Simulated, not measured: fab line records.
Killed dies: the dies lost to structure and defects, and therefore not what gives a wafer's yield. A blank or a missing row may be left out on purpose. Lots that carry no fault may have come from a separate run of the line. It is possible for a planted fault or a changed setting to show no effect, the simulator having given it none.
What tool caused it? | flow gf180mcu | 17 wafers sampled from 6 lots at 1 step of a route of 602

## WHAT THE GAUGES SHOWED, per wafer
GF_VT_IMPLANT_OVL_MEAS_07.
lot  | measured     | on         | VT_IMPLANT_OVL (nm)
L526 | day 5 18:28  | overlay-02 | -0.1 -0.4 1.1
L528 | day 6 08:38  | overlay-01 | -2.9 -1.7 -1.2
L530 | day 6 21:32  | overlay-01 | 1.1 0.0 1.0
L539 | day 9 06:35  | overlay-02 | -0.8 -1.0
L542 | day 9 22:46  | overlay-01 | 0.1 1.3 0.5
L547 | day 11 05:59 | overlay-01 | -1.4 -1.3 -1.9

## TOOL THAT RAN EACH LOT (tool first, then ch and the chambers of the sampled wafers, then the start)
Before these readings, the record contains no process step.

## THE ANSWER, worked out from the rows above alone
Rule: what is usual is taken from the lots themselves. The widest of any qualifying gaps counts: lots, ordered by their means at a reading, are off when they make up no more than a third of the lots, leave a main group of 4 or more, and stand apart from it by 3 or more times the standard deviation of that group's means. A main group is skipped when, at the precision printed for the reading in the tables above, its means are all equal. Also off: a lot with no number at a reading for which 4 or more lots have one. All remaining lots with rows at the step are treated as sound.
Across all readings shown, no lot is off: no conclusion can be drawn from this.

## WHAT THE SIMULATOR HAD INSERTED
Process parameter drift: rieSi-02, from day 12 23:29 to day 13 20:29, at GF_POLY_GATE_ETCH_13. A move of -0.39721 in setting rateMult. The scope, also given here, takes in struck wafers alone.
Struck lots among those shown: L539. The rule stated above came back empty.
